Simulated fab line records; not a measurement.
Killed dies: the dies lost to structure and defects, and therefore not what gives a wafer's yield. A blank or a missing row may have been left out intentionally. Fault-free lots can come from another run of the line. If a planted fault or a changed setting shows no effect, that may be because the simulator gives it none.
Code-filled problem report in 8D (eight disciplines) form | flow gf180mcu | the parts of the form that need people (team, actions taken, sign-off) are left out

## 1. PROBLEM STATEMENT
Wafers free of any fault read 42.2 nm (standard deviation 0.61) for MIM_CVD_05_THK at GF_MIM_THK_MEAS_06, against a mean of 44.8 nm on 2 wafers of 2 lots. That puts it +4.3 standard deviations away from the usual mean.
First observed at day 28 06:58: wafer L696.1, on film metro-02. The record has a number at this step for 39 wafers belonging to 13 lots. Rule for "out", or "out of limits": more than 4 standard deviations from the usual mean. Any other wafer with a number is counted as sound.

## 2. WHAT IT IS; WHAT IT IS NOT
question                    | is                | is not
which readings at this step | MIM_CVD_05_THK    | -
which lots                  | L696, L700        | L685, L687, L689, L692, L693, L694, L695, L703, L706, L707, L708
which wafers of those lots  | L696.1, L700.1    | L696.3, L696.6, L700.2, L700.4
read on which gauges        | film metro-02     | film metro-01, film metro-03
when                        | from day 28 06:58 | up to then (23 sound wafers); but 14 sound wafers of L700, L703, L706, L707, L708 came after

## 3. WHAT RULES OUT EACH SUSPECT
Counting: any tool at a process step up to the reading remains a suspect provided it ran every lot that is out. Sound lots after the first of them don't rule it out here, since some wafers of a struck lot are sound.
- the gauge at GF_MIM_THK_MEAS_06: kept. All the wafers that are out were read on film metro-02, and no step on other tools shows them out.
- pecvd-01 at GF_MIM_CVD_05 (deposits Si3N4, target thk 42 nm, time 29.086 s): kept. It processed each lot that is out (first: L696, day 28 06:55); up to then, its last sound lot is L695 (day 28 01:08).
The count leaves film metro-02 at GF_MIM_THK_MEAS_06 and pecvd-01 at GF_MIM_CVD_05.

## 4. THE CAUSE (what the simulator had put in)
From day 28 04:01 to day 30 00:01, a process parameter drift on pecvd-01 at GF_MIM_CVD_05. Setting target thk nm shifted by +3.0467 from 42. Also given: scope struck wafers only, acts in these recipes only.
Counting left 2 suspects, and this tool is among them.

## 5. THE EFFECT CHAIN, in route order
One row per reading whose mean, taken over the struck wafers that have a number, lies over 3 standard deviations from the usual. Only readings for which the record gives a usual standard deviation are gone through. hours: the time from each lot's start at the first step in this table that gives one to its start at this step, as a median over the lots. sigmas: the change in usual standard deviations.
hours | step               | reading        | usual   | on struck wafers | change | sigmas
0     | GF_MIM_THK_MEAS_06 | MIM_CVD_05_THK | 42.2 nm | 44.8             | +2.6   | +4.3

## 6. WHAT WOULD HAVE CAUGHT IT SOONER
In this record the first reading out of limits at a measuring or inspecting step was taken at day 28 06:58, 3 hours after the fault began at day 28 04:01.
Tool readings at GF_MIM_CVD_05 with a usual standard deviation given in the record: none out on any struck wafer, hence no alarm at a limit of 4 standard deviations on them.
L700, from the lots that are out (2), started GF_MIM_CVD_05 on pecvd-01 later than day 28 06:58. Had the tool been put on hold then, it would have been spared.
